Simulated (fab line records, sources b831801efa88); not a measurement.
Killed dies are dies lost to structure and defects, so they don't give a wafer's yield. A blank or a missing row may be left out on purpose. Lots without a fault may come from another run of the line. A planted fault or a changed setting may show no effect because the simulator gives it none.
Problem report in the 8D (eight disciplines) form, filled by code | flow sky130 | the parts of the form that need people (team, actions taken, sign-off) are left out

1. THE PROBLEM
developer_temp_C at SKY_VIA3_DEVELOP_11 reads a mean of 20.22 C on 9 wafers of 3 lots; wafers without a fault read 21.02 C with a standard deviation of 0.1. That is -8.0 standard deviations from the usual mean.
The step: develop time 60 s.
First seen on wafer L634.2, day 43 10:00, on litho_track-01. The record holds 21 wafers of 7 lots with a number at this step. Rule for "out", or "out of limits": more than 4 standard deviations from the usual mean. The other wafers with a number count as sound.

2. WHAT IT IS AND WHAT IT IS NOT
question                    | is                     | is not
which readings at this step | developer_temp_C       | -
which lots                  | L634, L636, L638       | L627, L640, L644, L645
which wafers of those lots  | all that have a number | -
read on which tools         | litho_track-01         | litho_track-02, litho_track-04
when                        | from day 43 10:00      | up to then (3 sound wafers); but 9 sound wafers of L640, L644, L645 came after

3. SUSPECTS, AND WHAT RULES EACH OUT
Counting: a tool at a process step up to the reading stays a suspect if it ran every lot that is out and no sound lot after the first of them.
- litho_track-01 at SKY_VIA3_DEVELOP_11 (develop time 60 s): kept. It ran every lot that is out, first L634 (day 43 10:00), and no sound lot after that; its last sound lot up to then is L627 (day 41 12:00). Its own readings are out on those wafers: developer_temp_C.
Left after counting: litho_track-01 at SKY_VIA3_DEVELOP_11.

4. THE CAUSE (what the simulator had put in)
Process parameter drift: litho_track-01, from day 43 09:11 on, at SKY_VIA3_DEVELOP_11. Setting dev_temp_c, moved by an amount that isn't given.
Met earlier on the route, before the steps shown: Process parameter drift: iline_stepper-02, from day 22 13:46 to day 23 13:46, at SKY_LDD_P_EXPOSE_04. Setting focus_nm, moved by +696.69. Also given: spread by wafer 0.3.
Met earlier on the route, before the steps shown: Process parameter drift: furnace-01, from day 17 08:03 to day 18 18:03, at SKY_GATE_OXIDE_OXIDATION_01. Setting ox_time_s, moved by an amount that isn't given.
Counting left only this tool.

5. THE CHAIN OF EFFECTS, in route order
Each row: a reading whose mean over the struck wafers that have a number lies more than 3 standard deviations from the usual. Only readings for which the record gives a usual standard deviation are gone through. hours: the time from each lot's start at the first step in this table that gives one to its start at this step, as a median over the lots. sigmas: the change in usual standard deviations.
hours | step                | reading          | usual   | on struck wafers | change | sigmas
0     | SKY_VIA3_DEVELOP_11 | developer_temp_C | 21.02 C | 20.22            | -0.80  | -8.0
The process steps in it:
- SKY_VIA3_DEVELOP_11: develop time 60 s.
Later measuring or inspecting steps at which every struck wafer that the step has a row for has a number for every such reading, and none has moved that far: SKY_VIA3_CD_MEAS_12.

6. WHAT WOULD HAVE CAUGHT IT SOONER
In this record the first reading out of limits was taken at day 43 10:00, 1 hour after the fault began at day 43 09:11.
